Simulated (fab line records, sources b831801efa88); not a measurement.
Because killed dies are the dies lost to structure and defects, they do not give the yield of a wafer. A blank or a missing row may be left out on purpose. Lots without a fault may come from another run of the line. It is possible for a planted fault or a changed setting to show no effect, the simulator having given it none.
fab line records | flow sky130
record: lots: 5 | wafers: 15 | last-day: 50
route steps=708 shown LOCAL_INTERCONNECT@396 CONTACT@406 PAD_OPEN@708
lots that met no fault: from a run of the same line without faults
start-h: start of the lot's first displayed wafer, in hours after the record's first day | wait-h: hours since the lot's step before | " as in the row above | L1.1+2: one row covering several wafers at once | - no value, or no start given | * or withheld: withheld | < > ~ a bound
route shown NAME@n: names a module that has steps shown in the file, with the first one's number in the route | usual: mean/standard deviation taken from wafers without a fault | same: alike in all rows | chamber/n: place in a boat | sites: the reading at each site | _std_site: their standard deviation | _edge_site: inner sites' mean taken away from outer sites' mean | radius-mm: for every site, how far away it sits from the centre of the wafer | mask NAME#n: copy n | behind: the last tool/chamber to shape the wafer | hold: what put the lot on hold/how long, in hours/how the hold closed | device: which transistor (n, p or np) failed to switch | end of line: tests of these same wafers at the route's end | a step with no rows: only its recipe | killed: dies lost to structure and defects at the first sort, not the wafer's yield | map: shows each die of a wafer: x if killed, . if not, _ if none is there
set.NAME: the run value of the setting; set.NAME@STEP: its run value at that earlier step | model.NAME: the simulator's own value behind a step, which no gauge read
lots at some steps of the route; a table a step, a row a wafer
services: when a tool's chamber went out of use (start-h, in hours from the record's first day, below 0 if earlier), for how many hours, and the reason
== steps ==
step: SKY_LOCAL_INTERCONNECT_PEB_09
recipe: peb-temp-c: withheld | peb-time-s: withheld | resist: KrF-thick
step: SKY_LOCAL_INTERCONNECT_DEVELOP_10
recipe: develop-time-s: 60 | resist: KrF-thick | dev-temp-c: 21
step: SKY_LOCAL_INTERCONNECT_CD_MEAS_11
recipe: target-cd-nm: 170
usual: cd-nm: 169.4/1.7
lot.wafer | tool      | chamber | start-h | wait-h | cd-nm
L478.3    | cd-sem-01 | -       | 713.18  | -      | 169.3
L478.4    | "         | -       | "       | "      | 169.3
L478.5    | "         | -       | "       | "      | 168.8
L481.2    | cd-sem-01 | -       | 747.59  | -      | 169.6
L481.4    | "         | -       | "       | "      | 172.3
L481.5    | "         | -       | "       | "      | 170.1
L490.2    | cd-sem-02 | -       | 813.24  | -      | 171.3
L490.5    | "         | -       | "       | "      | 169.9
L490.6    | "         | -       | "       | "      | 169.8
L493.3    | cd-sem-02 | -       | 829.33  | -      | 168.3
L493.4    | "         | -       | "       | "      | 169.1
L493.6    | "         | -       | "       | "      | 169.0
L498.2    | cd-sem-01 | -       | 868.49  | -      | 169.4
L498.4    | "         | -       | "       | "      | 168.7
L498.5    | "         | -       | "       | "      | 168.7
step: SKY_LOCAL_INTERCONNECT_OVL_MEAS_12
usual: LOCAL_INTERCONNECT_OVL: 1/5
lot.wafer | tool       | chamber | start-h | wait-h | LOCAL_INTERCONNECT_OVL[nm]
L478.3    | overlay-02 | -       | 713.27  | 0.1    | -3
L478.4    | "          | -       | "       | "      | -1
L478.5    | "          | -       | "       | "      | -1
L481.2    | overlay-01 | -       | 747.70  | 0.1    | 4
L481.4    | "          | -       | "       | "      | -2
L481.5    | "          | -       | "       | "      | 10
L490.2    | overlay-01 | -       | 813.35  | 0.1    | 2
L490.5    | "          | -       | "       | "      | 3
L490.6    | "          | -       | "       | "      | 3
L493.3    | overlay-01 | -       | 829.42  | 0.1    | 6
L493.4    | "          | -       | "       | "      | 0
L493.6    | "          | -       | "       | "      | 3
L498.2    | overlay-01 | -       | 868.60  | 0.1    | -5
L498.4    | "          | -       | "       | "      | -7
L498.5    | "          | -       | "       | "      | -4
step: SKY_LOCAL_INTERCONNECT_ETCH_13
recipe: chemistry: N2/H2 | target: BARC | ion-energy-ev: 200 | bias-w: 100 | pressure-mtorr: 30 | n2-flow-sccm: 100 | h2-flow-sccm: 200 | icp-w: 500 | stop-on: SiO2 | time-s: 45.9 | target-depth-a: 600
usual: drypump-motor-current-A: 5.8/0.37 | he-backside-leak-sccm: 3.34/0.2 | oes-product-au: 0.855/0.0047 | rf-fwd-power-W: 494.8/2.4 | throttle-valve-pct: 13.224/0.0089
lot.wafer | tool         | chamber | start-h | wait-h | drypump-motor-current-A | he-backside-leak-sccm | oes-product-au | rf-fwd-power-W | rf-hours-counter-h | throttle-valve-pct
L478.3    | rie-metal-04 | 1       | 713.32  | 0.0    | 5.5                     | 3.60                  | 0.861          | 497.4          | -                  | 13.228
L478.4    | "            | 0       | "       | "      | 5.5                     | 3.25                  | 0.857          | 496.7          | -                  | 13.237
L478.5    | "            | 1       | "       | "      | 5.4                     | 3.44                  | 0.856          | 497.3          | -                  | 13.231
L481.2    | rie-metal-04 | 0       | 747.73  | 0.0    | 5.5                     | 3.46                  | 0.851          | 494.4          | 14                 | 13.227
L481.4    | "            | 0       | "       | "      | 5.5                     | 3.15                  | 0.854          | 498.1          | -                  | 13.226
L481.5    | "            | 1       | "       | "      | 5.5                     | 3.22                  | 0.859          | 494.9          | -                  | 13.223
L490.2    | rie-metal-04 | 0       | 813.38  | 0.0    | 5.5                     | 3.23                  | 0.858          | 496.9          | 16                 | 13.216
L490.5    | "            | 0       | "       | "      | 5.5                     | 3.03                  | 0.843          | 497.6          | -                  | 13.213
L490.6    | "            | 1       | "       | "      | 5.5                     | 3.53                  | 0.856          | 498.0          | -                  | 13.229
L493.3    | rie-metal-04 | 1       | 829.47  | 0.0    | 5.5                     | 3.53                  | 0.854          | 497.0          | -                  | 13.213
L493.4    | "            | 0       | "       | "      | 5.5                     | 3.26                  | 0.849          | 494.7          | -                  | 13.227
L493.6    | "            | 1       | "       | "      | 5.5                     | 3.40                  | 0.844          | 497.3          | -                  | 13.225
L498.2    | rie-metal-04 | 1       | 868.65  | 0.0    | 5.5                     | 3.37                  | 0.854          | 498.5          | -                  | 13.223
L498.4    | "            | 1       | "       | "      | 5.5                     | 3.57                  | 0.856          | 496.9          | -                  | 13.215
L498.5    | "            | 1       | "       | "      | 5.5                     | 3.47                  | 0.852          | 499.4          | -                  | 13.225
step: SKY_LOCAL_INTERCONNECT_METAL_ETCH_14
recipe: target-depth-nm: 110 | stop-on: PSG | chemistry: Cl2/BCl3 | target: TiN | resist-sidewall-deg: 88 | pressure-mtorr: 10 | icp-w: 900 | bias-w: 48.5 | Cl2_flow_sccm: 60 | bcl3-flow-sccm: 30 | time-s: 31.4
usual: drypump-motor-current-A: 5.8/0.37 | he-backside-leak-sccm: 3.32/0.15 | oes-product-au: 0.943/0.0078 | rf-fwd-power-W: 889/4.9 | throttle-valve-pct: 21.899/0.011
lot.wafer | tool         | chamber | start-h | wait-h | drypump-motor-current-A | he-backside-leak-sccm | oes-product-au | rf-fwd-power-W | rf-hours-counter-h | throttle-valve-pct
L478.3    | rie-metal-04 | 1       | 713.37  | 0.0    | 5.5                     | 3.42                  | 0.933          | 895            | -                  | 21.914
L478.4    | "            | 0       | "       | "      | 5.5                     | 3.30                  | 0.946          | 893            | -                  | 21.911
L478.5    | "            | 1       | "       | "      | 5.5                     | 3.35                  | 0.932          | 891            | -                  | 21.905
L481.2    | rie-metal-04 | 0       | 747.79  | 0.0    | 5.5                     | 3.16                  | 0.957          | 891            | 14                 | 21.883
L481.4    | "            | 0       | "       | "      | 5.5                     | 3.31                  | 0.952          | 893            | -                  | 21.891
L481.5    | "            | 1       | "       | "      | 5.5                     | 3.52                  | 0.945          | 890            | -                  | 21.895
L490.2    | rie-metal-04 | 0       | 813.44  | 0.0    | 5.5                     | 3.23                  | 0.951          | 894            | 16                 | 21.902
L490.5    | "            | 0       | "       | "      | 5.5                     | 3.27                  | 0.946          | 893            | -                  | 21.891
L490.6    | "            | 1       | "       | "      | 5.5                     | 3.56                  | 0.944          | 890            | -                  | 21.918
L493.3    | rie-metal-04 | 1       | 829.53  | 0.0    | 5.5                     | 3.60                  | 0.943          | 891            | -                  | 21.903
L493.4    | "            | 0       | "       | "      | 5.5                     | 3.11                  | 0.955          | 893            | -                  | 21.896
L493.6    | "            | 1       | "       | "      | 5.4                     | 3.59                  | 0.943          | 893            | -                  | 21.905
L498.2    | rie-metal-04 | 1       | 868.77  | 0.1    | 5.5                     | 3.47                  | 0.943          | 895            | -                  | 21.902
L498.4    | "            | 1       | "       | "      | 5.5                     | 3.39                  | 0.960          | 890            | -                  | 21.899
L498.5    | "            | 1       | "       | "      | 5.4                     | 3.60                  | 0.953          | 895            | -                  | 21.899
step: SKY_LOCAL_INTERCONNECT_STRIP_15
recipe: chemistry: O2/N2 | power-w: 1400 | pressure-mtorr: 1500 | platen-temp-c: withheld | o2-flow-sccm: 3000 | n2-flow-sccm: 300 | overash-fraction: 0.5
usual: drypump-motor-current-A: 5.91/0.28 | oes-product-au: 0.427/0.0046 | strip-time-to-endpoint-s: 4.724/0.025
lot.wafer | tool            | chamber | start-h | wait-h | drypump-motor-current-A | oes-product-au | rf-hours-counter-h | strip-time-to-endpoint-s
L478.3    | plasma-asher-03 | 1       | 713.44  | 0.1    | 5.51                    | 0.427          | -                  | 4.663
L478.4    | "               | 0       | "       | "      | 6.18                    | 0.427          | -                  | 4.718
L478.5    | "               | 1       | "       | "      | 5.48                    | 0.421          | -                  | 4.708
L481.2    | plasma-asher-02 | 1       | 747.84  | 0.0    | 6.27                    | 0.433          | 0                  | 4.744
L481.4    | "               | 1       | "       | "      | 6.26                    | 0.435          | -                  | 4.725
L481.5    | "               | 1       | "       | "      | 6.24                    | 0.420          | -                  | 4.696
L490.2    | plasma-asher-03 | 0       | 813.49  | 0.0    | 6.15                    | 0.423          | 38                 | 4.698
L490.5    | "               | 0       | "       | "      | 6.14                    | 0.431          | -                  | 4.712
L490.6    | "               | 1       | "       | "      | 5.50                    | 0.423          | -                  | 4.705
L493.3    | plasma-asher-04 | 0       | 829.59  | 0.1    | 6.07                    | 0.422          | -                  | 4.710
L493.4    | "               | 1       | "       | "      | 5.66                    | 0.432          | -                  | 4.714
L493.6    | "               | 0       | "       | "      | 6.06                    | 0.430          | -                  | 4.702
L498.2    | plasma-asher-03 | 1       | 868.86  | 0.1    | 5.54                    | 0.421          | 44                 | 4.691
L498.4    | "               | 0       | "       | "      | 6.16                    | 0.427          | -                  | 4.703
L498.5    | "               | 1       | "       | "      | 5.50                    | 0.431          | -                  | 4.691
step: SKY_LOCAL_INTERCONNECT_STRIP_16
recipe: chemistry: post-etch-residue-remover | time-s: 1200 | temp-c: 72.5
step: SKY_LOCAL_INTERCONNECT_CLEAN_17
recipe: chemistry: IPA | time-s: 180 | temp-c: 25
step: SKY_LOCAL_INTERCONNECT_CLEAN_18
recipe: chemistry: O3/DIW | dry: n2-spin
step: SKY_CONTACT_CVD_00
recipe: material: Si3N4 | target-thk-nm: 75 | temp-c: 400 | time-s: withheld | rf-w: 450
usual: heater-power-outer-w: 420/90 | heater-power-w: 701/110 | rf-fwd-power-W: 443.9/2.7
lot.wafer | tool     | chamber | start-h | wait-h | heater-power-outer-w | heater-power-w | rf-fwd-power-W
L478.3    | pecvd-03 | 0       | 714.00  | 0.0    | 386                  | 660            | 438.3
L478.4    | "        | 2       | "       | "      | 485                  | 753            | 445.2
L478.5    | "        | 1       | "       | "      | 322                  | 585            | 441.0
L481.2    | pecvd-02 | 2       | 748.84  | 0.0    | 336                  | 579            | 447.0
L481.4    | "        | 2       | "       | "      | 339                  | 580            | 447.4
L481.5    | "        | 0       | "       | "      | 496                  | 798            | 446.0
L490.2    | pecvd-02 | 1       | 814.09  | 0.0    | 292                  | 610            | 442.4
L490.5    | "        | 0       | "       | "      | 543                  | 887            | 446.5
L490.6    | "        | 1       | "       | "      | 291                  | 608            | 441.1
L493.3    | pecvd-02 | 0       | 830.22  | 0.0    | 528                  | 864            | 446.0
L493.4    | "        | 0       | "       | "      | 536                  | 864            | 446.2
L493.6    | "        | 0       | "       | "      | 548                  | 858            | 447.4
L498.2    | pecvd-02 | 1       | 869.45  | 0.0    | 311                  | 635            | 444.0
L498.4    | "        | 1       | "       | "      | 312                  | 631            | 443.9
L498.5    | "        | 0       | "       | "      | 520                  | 857            | 446.3
step: SKY_CONTACT_THK_MEAS_01
recipe: reads: Si3N4_of_CONTACT_CVD_00
usual: CONTACT_CVD_00_THK: 74.8/1.1
lot.wafer | tool          | chamber | start-h | wait-h | CONTACT_CVD_00_THK[nm]
L478.3    | film-metro-02 | -       | 714.05  | -      | 74.6
L478.4    | "             | -       | "       | "      | 74.9
L478.5    | "             | -       | "       | "      | 76.4
L481.2    | film-metro-01 | -       | 748.88  | -      | 73.8
L481.4    | "             | -       | "       | "      | 76.4
L481.5    | "             | -       | "       | "      | 75.4
L490.2    | film-metro-01 | -       | 814.13  | -      | 74.8
L490.5    | "             | -       | "       | "      | 74.1
L490.6    | "             | -       | "       | "      | 75.8
L493.3    | film-metro-02 | -       | 830.30  | -      | 74.4
L493.4    | "             | -       | "       | "      | 73.6
L493.6    | "             | -       | "       | "      | 74.4
L498.2    | film-metro-03 | -       | 869.49  | -      | 75.2
L498.4    | "             | -       | "       | "      | 76.2
L498.5    | "             | -       | "       | "      | 74.8
step: SKY_CONTACT_HDPCVD_02
recipe: material: SiO2 | target-thk-nm: 565 | sigma-open-frac: 0.3 | time-s: 94.2 | temp-c: 600 | sih4-flow-sccm: 60 | pressure-mtorr: 6
usual: pressure-mtorr: 6.000/0.011
lot.wafer | tool      | chamber | start-h | wait-h | pressure-mtorr | model.SiO2_of_CONTACT_HDPCVD_02.thk-nm
L478.3    | hdpcvd-01 | 1       | 714.09  | 0.0    | 5.985          | 563.6
L478.4    | "         | 0       | "       | "      | 5.983          | 553.2
L478.5    | "         | 1       | "       | "      | 5.987          | 557.5
L481.2    | hdpcvd-02 | 1       | 748.93  | 0.0    | 5.977          | 574.6
L481.4    | "         | 1       | "       | "      | 5.983          | 569.7
L481.5    | "         | 0       | "       | "      | 5.986          | 565.7
L490.2    | hdpcvd-01 | 2       | 814.18  | 0.0    | 6.000          | 374.9
L490.5    | "         | 1       | "       | "      | 5.998          | 559.7
L490.6    | "         | 2       | "       | "      | 6.004          | 375.5
L493.3    | hdpcvd-02 | 0       | 830.34  | 0.0    | 6.011          | 566.5
L493.4    | "         | 2       | "       | "      | 5.988          | 578.2
L493.6    | "         | 1       | "       | "      | 6.003          | 576.6
L498.2    | hdpcvd-02 | 2       | 869.54  | 0.0    | 5.995          | 572.4
L498.4    | "         | 1       | "       | "      | 6.009          | 566.9
L498.5    | "         | 2       | "       | "      | 5.999          | 572.2
step: SKY_CONTACT_THK_MEAS_03
recipe: reads: SiO2_of_CONTACT_HDPCVD_02
usual: CONTACT_HDPCVD_THK: 564/8
lot.wafer | tool          | chamber | start-h | wait-h | hold                     | CONTACT_HDPCVD_THK[nm]
L478.3    | film-metro-03 | -       | 714.18  | 0.1    | -                        | 563
L478.4    | "             | -       | "       | "      | -                        | 553
L478.5    | "             | -       | "       | "      | -                        | 558
L481.2    | film-metro-02 | -       | 749.01  | 0.0    | -                        | 575
L481.4    | "             | -       | "       | "      | -                        | 570
L481.5    | "             | -       | "       | "      | -                        | 566
L490.2    | film-metro-01 | -       | 814.26  | 0.0    | await-dispo/0.2h/release | 375
L490.5    | "             | -       | "       | "      | await-dispo/0.2h/release | 560
L490.6    | "             | -       | "       | "      | await-dispo/0.2h/release | 376
L490.2    | film-metro-01 | -       | 814.49  | 0.2    | -                        | 375
L490.5    | "             | -       | "       | "      | -                        | 560
L490.6    | "             | -       | "       | "      | -                        | 376
L493.3    | film-metro-03 | -       | 830.43  | 0.1    | -                        | 566
L493.4    | "             | -       | "       | "      | -                        | 578
L493.6    | "             | -       | "       | "      | -                        | 577
L498.2    | film-metro-02 | -       | 869.62  | 0.0    | -                        | 572
L498.4    | "             | -       | "       | "      | -                        | 567
L498.5    | "             | -       | "       | "      | -                        | 572
step: SKY_CONTACT_CMP_04
recipe: material: SiO2 | down-force-psi: 4 | platen-rpm: 60 | pad-velocity-m-s: 0.94248
usual: motor-current-A: 12.2/1 | slurry-flow-ml-min: 150.0/0.47 | time-to-endpoint-s: 80/4.5
lot.wafer | tool   | chamber | start-h | wait-h | hold                     | motor-current-A | slurry-flow-ml-min | time-to-endpoint-s
L478.4    | cmp-01 | 3       | 714.22  | 0.0    | -                        | 12.7            | 150.4              | 75
L478.3    | "      | 1       | "       | "      | -                        | 12.7            | 149.4              | 69
L478.5    | "      | 3       | "       | "      | -                        | 12.5            | 150.0              | 75
L481.2    | cmp-02 | 1       | 749.06  | 0.0    | -                        | 11.3            | 150.2              | 88
L481.4    | "      | 3       | "       | "      | -                        | 11.1            | 149.8              | 84
L481.5    | "      | 1       | "       | "      | -                        | 10.2            | 149.8              | 82
L490.2    | cmp-02 | 3       | 821.51  | 7.0    | await-dispo/6.3h/release | 12.2            | 150.7              | 12
L490.5    | "      | 1       | "       | "      | await-dispo/6.3h/release | 10.0            | 150.0              | 80
L490.6    | "      | 2       | "       | "      | await-dispo/6.3h/release | 12.9            | 149.6              | 14
L493.4    | cmp-02 | 2       | 830.57  | 0.1    | -                        | 13.1            | 149.9              | 82
L493.3    | "      | 3       | "       | "      | -                        | 10.7            | 149.6              | 76
L493.6    | "      | 1       | "       | "      | -                        | 10.2            | 150.0              | 84
L498.4    | cmp-01 | 3       | 869.72  | 0.1    | -                        | 12.3            | 149.9              | 85
L498.2    | "      | 0       | "       | "      | -                        | 11.6            | 149.7              | 84
L498.5    | "      | 2       | "       | "      | -                        | 13.0            | 149.7              | 85
step: SKY_CONTACT_BOW_MEAS_05
recipe: mode: bow
usual: CONTACT_BOW: 83/6.5
lot.wafer | tool          | chamber | start-h | wait-h | CONTACT_BOW[um]
L478.3    | film-metro-02 | -       | 714.56  | 0.2    | 90
L478.4    | "             | -       | "       | "      | 80
L478.5    | "             | -       | "       | "      | 82
L481.2    | film-metro-02 | -       | 749.38  | 0.3    | 75
L481.4    | "             | -       | "       | "      | 79
L481.5    | "             | -       | "       | "      | 84
L490.2    | film-metro-01 | -       | 821.73  | 0.2    | 77
L490.5    | "             | -       | "       | "      | 89
L490.6    | "             | -       | "       | "      | 68
L493.3    | film-metro-03 | -       | 830.81  | 0.1    | 68
L493.4    | "             | -       | "       | "      | 90
L493.6    | "             | -       | "       | "      | 84
L498.2    | film-metro-01 | -       | 869.99  | 0.2    | 99
L498.4    | "             | -       | "       | "      | 70
L498.5    | "             | -       | "       | "      | 87
step: SKY_PAD_OPEN_PROBE_99
lot.wafer | tool      | chamber | start-h | wait-h | model.etest.met1-comb.leak-log10-a-um
L478.3    | prober-01 | -       | 1080.25 | 0.2    | -12.2
L478.4    | prober-01 | -       | 1080.30 | 0.2    | -11.93
L478.5    | prober-01 | -       | 1080.35 | 0.2    | -12.1
L481.2    | prober-02 | -       | 1106.33 | 0.1    | -11.95
L481.4    | prober-02 | -       | 1106.43 | 0.2    | -11.99
L481.5    | prober-02 | -       | 1106.48 | 0.2    | -12.04
L490.2    | prober-01 | -       | 1153.79 | 0.1    | -8.851
L490.5    | prober-01 | -       | 1153.94 | 0.2    | -11.99
L490.6    | prober-01 | -       | 1153.99 | 0.2    | -8.887
L493.3    | prober-02 | -       | 1164.93 | 0.2    | -12.05
L493.4    | prober-02 | -       | 1164.98 | 0.2    | -11.96
L493.6    | prober-02 | -       | 1165.08 | 0.2    | -12.1
L498.2    | prober-01 | -       | 1189.95 | 0.1    | -12.16
L498.4    | prober-01 | -       | 1190.05 | 0.2    | -11.93
L498.5    | prober-01 | -       | 1190.10 | 0.2    | -11.99
killed by level:class
L478.3 CONTACT:geometric-particle:open=8 VIA1:geometric-particle:open=8 METAL1:geometric-particle:short=6 VIA2:geometric-particle:open=6 LI_CONTACT:geometric-particle:open=5 POLY_GATE:geometric-particle:short=4 LOCAL_INTERCONNECT:geometric-particle:short=4 FIELD_ISO:geometric-particle:open=3
L478.4 CONTACT:geometric-particle:open=17 VIA1:geometric-particle:open=12 METAL2:geometric-particle:short=7 METAL1:geometric-particle:short=6 VIA2:geometric-particle:short=6 VIA2:geometric-particle:open=6 POLY_GATE:geometric-particle:short=5 CONTACT:geometric-particle:short=5
L478.5 VIA2:geometric-particle:open=10 VIA1:geometric-particle:open=7 CONTACT:geometric-particle:short=7 FIELD_ISO:geometric-particle:short=6 CONTACT:geometric-particle:open=6 LOCAL_INTERCONNECT:geometric-particle:short=5 POLY_GATE:geometric-particle:open=4 LI_CONTACT:geometric-particle:open=4
L481.2 CONTACT:geometric-particle:open=11 VIA1:geometric-particle:open=10 VIA3:geometric-particle:open=8 METAL3:geometric-particle:short=6 FIELD_ISO:geometric-particle:open=5 LI_CONTACT:geometric-particle:short=5 LI_CONTACT:geometric-particle:open=5 VIA2:geometric-particle:open=5
L481.4 VIA1:geometric-particle:open=8 VIA1:geometric-particle:short=7 FIELD_ISO:geometric-particle:short=6 VIA2:geometric-particle:open=6 VIA3:geometric-particle:open=5 CONTACT:geometric-particle:open=5 LI_CONTACT:geometric-particle:open=4 FIELD_ISO:geometric-particle:open=3
L481.5 CONTACT:geometric-particle:open=14 VIA2:geometric-particle:open=8 CONTACT:geometric-particle:short=8 VIA3:geometric-particle:open=7 FIELD_ISO:geometric-particle:open=5 LI_CONTACT:geometric-particle:open=5 VIA1:geometric-particle:open=5 VIA1:geometric-particle:short=5
L493.3 VIA1:geometric-particle:open=15 LI_CONTACT:geometric-particle:open=7 CONTACT:geometric-particle:open=6 VIA3:geometric-particle:open=6 LOCAL_INTERCONNECT:geometric-particle:short=5 VIA1:geometric-particle:short=5 VIA2:geometric-particle:open=5 METAL4:geometric-particle:short=5
L493.4 VIA1:geometric-particle:open=22 CONTACT:geometric-particle:open=11 FIELD_ISO:geometric-particle:short=7 LOCAL_INTERCONNECT:geometric-particle:short=5 VIA3:geometric-particle:open=5 VIA2:geometric-particle:open=5 CONTACT:geometric-particle:short=4 FIELD_ISO:geometric-particle:open=3
L493.6 LI_CONTACT:geometric-particle:open=8 CONTACT:geometric-particle:open=7 VIA1:geometric-particle:open=6 LOCAL_INTERCONNECT:geometric-particle:short=5 POLY_GATE:geometric-particle:short=4 POLY_GATE:geometric-particle:open=4 METAL2:geometric-particle:short=4 VIA2:geometric-particle:short=4
L498.2 METAL1:geometric-particle:short=10 LI_CONTACT:geometric-particle:open=7 VIA1:geometric-particle:open=6 VIA2:geometric-particle:open=6 VIA3:geometric-particle:open=5 CONTACT:geometric-particle:short=4 CONTACT:geometric-particle:open=4 FIELD_ISO:geometric-particle:short=3
L498.4 VIA1:geometric-particle:open=10 LI_CONTACT:geometric-particle:open=9 FIELD_ISO:geometric-particle:short=7 CONTACT:geometric-particle:open=7 VIA2:geometric-particle:open=7 CONTACT:geometric-particle:short=5 VIA2:geometric-particle:short=5 VIA3:geometric-particle:open=5
L498.5 POLY_GATE:geometric-particle:short=10 VIA3:geometric-particle:open=9 FIELD_ISO:geometric-particle:short=8 METAL2:geometric-particle:short=8 LI_CONTACT:geometric-particle:open=7 VIA1:geometric-particle:open=7 LOCAL_INTERCONNECT:geometric-particle:short=5 CONTACT:geometric-particle:open=5
== services ==
tool            | chamber | start-h | hours | kind
plasma-asher-03 | -       | 690.06  | 6.2   | repair
hdpcvd-02       | -       | 698.44  | 0.6   | repair
cmp-01          | -       | 704.61  | 3.4   | pm
plasma-asher-02 | -       | 717.47  | 2.9   | repair
plasma-asher-02 | -       | 719.44  | 5.1   | repair
pecvd-02        | -       | 723.41  | 2.8   | pm
plasma-asher-02 | -       | 733.75  | 9.0   | pm
cmp-02          | -       | 736.67  | 6.9   | pm
plasma-asher-02 | -       | 743.34  | 0.6   | repair
cmp-02          | -       | 744.06  | 4.0   | pm
cmp-02          | -       | 749.93  | 3.9   | repair
hdpcvd-02       | -       | 764.37  | 5.5   | pm
plasma-asher-02 | -       | 770.84  | 3.6   | repair
pecvd-03        | -       | 782.90  | 5.5   | pm
pecvd-02        | 1       | 818.12  | -     | clean
pecvd-02        | 1       | 818.12  | -     | consumable-replace:showerhead
hdpcvd-01       | -       | 819.83  | 14.6  | pm
pecvd-02        | 2       | 820.77  | 15.5  | repair
cmp-01          | -       | 822.69  | 1.9   | repair
plasma-asher-04 | -       | 848.80  | 3.8   | repair
rie-metal-04    | 0       | 855.65  | -     | clean
rie-metal-04    | 0       | 855.65  | 23.9  | scheduled-down
rie-metal-04    | 0       | 855.65  | 23.9  | vent-cycle
plasma-asher-04 | -       | 867.69  | 0.9   | repair
== key ==
first-sign: step: SKY_CONTACT_THK_MEAS_03 | reading: visit | direction: added
effect: step: SKY_CONTACT_THK_MEAS_03 | reading: CONTACT_HDPCVD_THK | direction: down | sigmas: 23 | usual: 564 | struck: 375
effect: step: SKY_CONTACT_CMP_04 | reading: time-to-endpoint-s | direction: down | sigmas: 15 | usual: * | struck: *
model-effect: step: SKY_CONTACT_HDPCVD_02 | value: SiO2_of_CONTACT_HDPCVD_02.thk-nm | without: 561.6 | struck: 375.2
model-effect: step: SKY_PAD_OPEN_PROBE_99 | value: etest.met1-comb.leak-log10-a-um | without: -12.09 | struck: -8.869
met-at SKY_CONTACT_HDPCVD_02
struck-wafers L490.2,L490.6
sort-left-out L490.2,L490.6
tester-left-out L490
fault: kind: process-parameter-drift | tool: hdpcvd-01 | chamber: 2 | onset-h: 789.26 | steps: SKY_CONTACT_HDPCVD_02 | channel: target-thk-nm | offset: -186.42 | shape: step | end-h: 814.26 | acts-in: these-recipes-only | stated: 565
tester-left-out: of these lots the tester's yield and bins aren't shown, on N5 and GAA mostly nor the transistor test; their killed dies are dies lost to structure and defects alone, not to doping, threshold or leakage, so they don't give the yield
sort-left-out: the simulated sort isn't trusted on such a fault, so these wafers' sort isn't shown, and their yield isn't known
